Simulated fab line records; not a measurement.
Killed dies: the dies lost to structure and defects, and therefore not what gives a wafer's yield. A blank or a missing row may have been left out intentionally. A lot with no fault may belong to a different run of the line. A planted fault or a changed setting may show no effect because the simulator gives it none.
2 desks looking at one fault :: flow sfq_line :: each desk has only its own numbers; what lay behind them comes last

== DESK OF THE TOOL OWNER: rie_diel-04 ==
The tool's own readings at SFQ_TRILAYER_I3_VIA_BARC_OPEN_VIA_ETCH_121 (etches BARC in O2, target depth 125 nm, time 41.7 s): means of the sampled wafers that have a number, for each lot that ran on this tool. If a lot's mean is further than 4 standard deviations from the usual mean, the lot is out of limits and carries the mark OUT (the distance appears in the brackets).
Columns: A = drypump_motor_current_A at SFQ_TRILAYER_I3_VIA_BARC_OPEN_VIA_ETCH_121, usual 5.9 A; B = oes_product_au at SFQ_TRILAYER_I3_VIA_BARC_OPEN_VIA_ETCH_121, usual 0.684 a.u.; C = rf_fwd_power_W at SFQ_TRILAYER_I3_VIA_BARC_OPEN_VIA_ETCH_121, usual 494.1 W; D = run_length_s at SFQ_TRILAYER_I3_VIA_BARC_OPEN_VIA_ETCH_121, usual 70.0 s
lot: L709
first seen here: day 34 14:34
A: 6.0
B: 0.688
C: 493.8
D: 69.6

lot: L722
first seen here: day 39 14:20
A: 6.1
B: 0.623 (-13) OUT
C: 494.7
D: 81.7 (+25) OUT
This desk's finding: out of limits on L722; first on L722, day 39 14:20 (oes_product_au at SFQ_TRILAYER_I3_VIA_BARC_OPEN_VIA_ETCH_121). In limits: L709.

== FROM THE METROLOGY DESK ==
What the gauges read, lot by lot, whatever tool the lot ran on: means of the sampled wafers that have a number. If a lot's mean is further than 4 standard deviations from the usual mean, the lot is out of limits and carries the mark OUT (the distance appears in the brackets).
Columns: A = I3_BOW at SFQ_I3_BOW_MEAS_922, usual 2 um; B = I3_OVL at SFQ_I3_OVL_MEAS_923, usual -2 nm
lot: L709
first seen here: day 28 13:08
A: 7
B: -5

lot: L713
first seen here: day 38 10:20
A: 3
B: -5

lot: L719
first seen here: day 39 01:20
A: -8
B: 3

lot: L722
first seen here: day 39 10:43
A: -1
B: -2

lot: L725
first seen here: day 39 16:44
A: 5
B: 6
This desk's finding: nothing out of limits on any of the 5 lots.

== PUT TOGETHER ==
An alarm could have come from the tool owner's desk at day 39 14:20, on L722.
Nothing out of limits was seen by the metrology desk.
The metrology desk has L722 on record, within its limits.
Every lot named ran SFQ_TRILAYER_I3_VIA_BARC_OPEN_VIA_ETCH_121 on rie_diel-04.

== WHAT THE SIMULATOR HAD PUT IN ==
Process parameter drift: rie_diel-04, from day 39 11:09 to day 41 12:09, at SFQ_TRILAYER_I3_VIA_BARC_OPEN_VIA_ETCH_121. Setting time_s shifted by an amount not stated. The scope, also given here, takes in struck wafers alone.
Lots struck among those shown: L722.
How many hours passed from the start of the fault until each desk's first out-of-limits reading: the tool owner's desk, 3.
